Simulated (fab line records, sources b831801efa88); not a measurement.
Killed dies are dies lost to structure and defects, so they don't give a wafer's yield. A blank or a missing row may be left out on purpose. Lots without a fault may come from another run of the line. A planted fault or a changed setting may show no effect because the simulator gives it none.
Which tool did it? | flow sky130 | 6 lots, 18 wafers sampled, at 3 steps of a route of 708

WHAT THE GAUGES READ, wafer by wafer
SKY_VT_ADJUST_NCORE_TW_MEAS_11.
lot  | measured     | on            | VT_ADJUST_NCORE_TW
L951 | day 9 01:47  | film_metro-04 | 216.4 216.0 216.0
L953 | day 9 18:14  | film_metro-03 | 219.1 218.4 218.3
L957 | day 10 16:22 | film_metro-04 | 215.9 217.4 216.2
L961 | day 12 12:03 | film_metro-03 | 219.5 220.1 219.4
L963 | day 12 21:05 | film_metro-01 | 197.9 197.5 197.3
L972 | day 15 14:34 | film_metro-01 | 219.0 221.1 218.3

WHICH TOOL RAN EACH LOT (tool, then ch and the chambers of the sampled wafers, then the start)
lot  | SKY_FIELD_ISO_ETCH_15             | SKY_VT_ADJUST_NCORE_IMPLANT_09
L951 | rie_diel-01 ch 0,3, day 2 15:46   | implanter-03 ch 0, day 9 01:34
L953 | rie_diel-04 ch 1,3, day 3 03:48   | implanter-04 ch 0, day 9 17:59
L957 | rie_diel-02 ch 1,2,3, day 3 21:57 | implanter-04 ch 0, day 10 16:07
L961 | rie_diel-04 ch 1,3, day 4 20:52   | implanter-04 ch 0, day 12 11:48
L963 | rie_diel-02 ch 2,3, day 5 06:16   | implanter-04 ch 0, day 12 20:50
L972 | rie_diel-04 ch 0,2,3, day 7 04:57 | implanter-01 ch 0, day 15 14:19
- SKY_FIELD_ISO_ETCH_15: etches the open film in CHF3/O2, stops on Si, target depth 180 nm, time 72 s.
- SKY_VT_ADJUST_NCORE_IMPLANT_09

THE ANSWER, worked out from the rows above alone
Rule: what is usual is taken from the lots themselves. Put in order of their means at a reading, lots are off if they are a third of the lots or fewer, leave a main group of 4 or more, and stand apart from it by a gap of 3 or more times the standard deviation of the main group's means; of several such gaps the widest counts. A main group whose means are all the same, to the digits that the tables above print for the reading, isn't used. A lot without any number at a reading at which 4 lots or more have one is off too. The other lots that the step has rows for count as sound.
Off: L963, at SKY_VT_ADJUST_NCORE_TW_MEAS_11 (VT_ADJUST_NCORE_TW). The main group: mean 218.1, standard deviation 1.5.
A tool fits if, at a process step before that reading, it ran every lot that is off, and no sound lot after the first of them. The gauges at SKY_VT_ADJUST_NCORE_TW_MEAS_11 are tried like those tools. Can't be told from this: 2 tools fit, rie_diel-02 at SKY_FIELD_ISO_ETCH_15, implanter-04 at SKY_VT_ADJUST_NCORE_IMPLANT_09.

WHAT THE SIMULATOR HAD PUT IN
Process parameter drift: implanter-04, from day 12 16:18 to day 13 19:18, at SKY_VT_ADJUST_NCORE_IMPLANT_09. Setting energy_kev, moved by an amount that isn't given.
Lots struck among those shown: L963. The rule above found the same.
